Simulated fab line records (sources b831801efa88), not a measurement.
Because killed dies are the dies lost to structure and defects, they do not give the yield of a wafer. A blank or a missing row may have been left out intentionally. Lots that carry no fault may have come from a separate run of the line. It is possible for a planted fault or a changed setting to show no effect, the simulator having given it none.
Comparing a struck lot with a sound one	flow gf180mcu	17 out of 602 route steps
Sound: these wafers, L510.1, L510.3, L510.4. Struck: wafer L522.3 (left out: L522.2, L522.4 of the same lot, which were not struck); the cause appears at the end.
Per side, at each step with rows, come the tool, then ch with its chambers, and then its first start. Under that, the readings that differ: sound wafers	struck wafers	difference of the means	sigmas: that difference in standard deviations of wafers without a fault.
alike: readings with means less than 2 such deviations apart, plus words and numbers identical on both sides. not compared: withheld readings, readings lacking a value on some wafer, bounds such as >300 that could conceal the same value, and numbers that have no deviation in the record and whose values overlap.
The two part at a step that has a row with sigmas, a row that says differs or no value, or rows on one side only. Numbers that don't overlap but have no deviation are shown without sigmas and don't part them. A reading that every wafer of one side lacks parts them only if that side has two wafers or more.

first, 2 steps without rows for these wafers: GF_CONTACT_PEB_12 (peb time 90 s); GF_CONTACT_DEVELOP_13 (develop time 60 s).
GF_CONTACT_CD_MEAS_14: the cd target is 220 nm.
  struck on cd_sem-01, day 22 19:22; sound on cd_sem-01, day 18 14:46
  alike: cd_nm
GF_CONTACT_OVL_MEAS_15:
  struck on overlay-02, day 22 19:29; sound on overlay-01, day 18 14:53
  alike: CONTACT_OVL
GF_CONTACT_ETCH_16: etches BARC in N2/H2.
  sound on rie_diel-02 ch 0,2,3, day 18 14:55; struck on rie_diel-03 ch 2, day 22 19:31
reading	sound	struck	difference	sigmas
drypump_motor_current_A (A)	4.9 4.9 5.7	6.7	+1.5	+3
  alike: bias_w, n2_flow_sccm, oes_product_au, throttle_valve_pct
then, 1 step without rows for these wafers: GF_CONTACT_ETCH_17 (etches SiO2 in C4F8/O2/Ar, stops on CoSi2, target depth 860 nm).
GF_CONTACT_STRIP_18: strips in O2/N2.
  sound on plasma_asher-04 ch 0,1, day 18 15:05; struck on plasma_asher-01 ch 1, day 22 19:40
reading	sound	struck	difference	sigmas
n2_flow_sccm (sccm)	302.7 301.2 300.1	298.0	-3.3	-4
  alike: drypump_motor_current_A, heater_power_w, oes_product_au
  not compared: rf_hours_counter_h
then, 3 steps without rows for these wafers: GF_CONTACT_CLEAN_19 (cleans in SPM); GF_CONTACT_CLEAN_20 (cleans in DIW); GF_CONTACT_CLEAN_21 (cleans in dHF, time 20 s).
GF_CONTACT_SPUTTER_22: material Ti, target thk 15 nm, time 80.02 s.
  struck on pvd_sputter-03, day 22 19:59; sound on pvd_sputter-01, day 18 15:23
  alike: throttle_valve_pct
GF_CONTACT_SPUTTER_23: material TiN, target thk 10 nm, time 40 s.
  struck on pvd_sputter-03, day 22 20:02; sound on pvd_sputter-01, day 18 15:26
  alike: throttle_valve_pct
GF_CONTACT_CVD_24: deposits W, target thk 300 nm, time 90.339 s.
  sound on cvd_w-01 ch 0,1, day 18 15:29; struck on cvd_w-01 ch 1, day 22 20:05
reading	sound	struck	difference	sigmas
chamber_pressure_Torr (Torr)	40.08 40.02 40.15	46.51	+6.43	+85
model.W_of_CONTACT_CVD_24.thk_nm (nm)	300.6 302.1 305.1	327.8	+25.2	
  alike: heater_power_w
GF_CONTACT_RS_MEAS_25: a four-point-probe measurement.
  struck on film_metro-02, day 22 20:31; sound on film_metro-04, day 18 15:38
reading	sound	struck	difference	sigmas
CONTACT_W_RS (ohm/sq)	0.381 0.379 0.375	0.349	-0.029	-6
  not compared: hold
GF_CONTACT_THK_MEAS_26: measures by xrf.
  struck on film_metro-02, day 22 22:23; sound on film_metro-04, day 18 15:45
reading	sound	struck	difference	sigmas
CONTACT_W_THK (nm)	305 303 308	328	+23	+5
  not compared: hold
GF_CONTACT_CMP_27: polishes, stops on SiO2, t overpolish 15 s, target thk 0 nm.
  sound on cmp-01 ch 0,1,2, day 18 15:52; struck on cmp-01 ch 0, day 23 00:18
reading	sound	struck	difference	sigmas
hold	- - -	await_dispo/1.8h/release	no value on the sound wafers	
  alike: edge_zone_pressure_frac, motor_current_A
-- the record jumps here: 11 days lie between the struck wafers' starts before and after (it left off in module CONTACT and takes up again in module PASSIVATION, whose first step shown is number 602 of the route) --
GF_PASSIVATION_PROBE_99:
  record: rows for the struck wafers here (prober-01, day 34 02:12), none for the sound ones

== WHERE THEY PART ==
Last at GF_PASSIVATION_PROBE_99 as far as this record goes, first at GF_CONTACT_ETCH_16.

WHY: the cause the simulator had injected
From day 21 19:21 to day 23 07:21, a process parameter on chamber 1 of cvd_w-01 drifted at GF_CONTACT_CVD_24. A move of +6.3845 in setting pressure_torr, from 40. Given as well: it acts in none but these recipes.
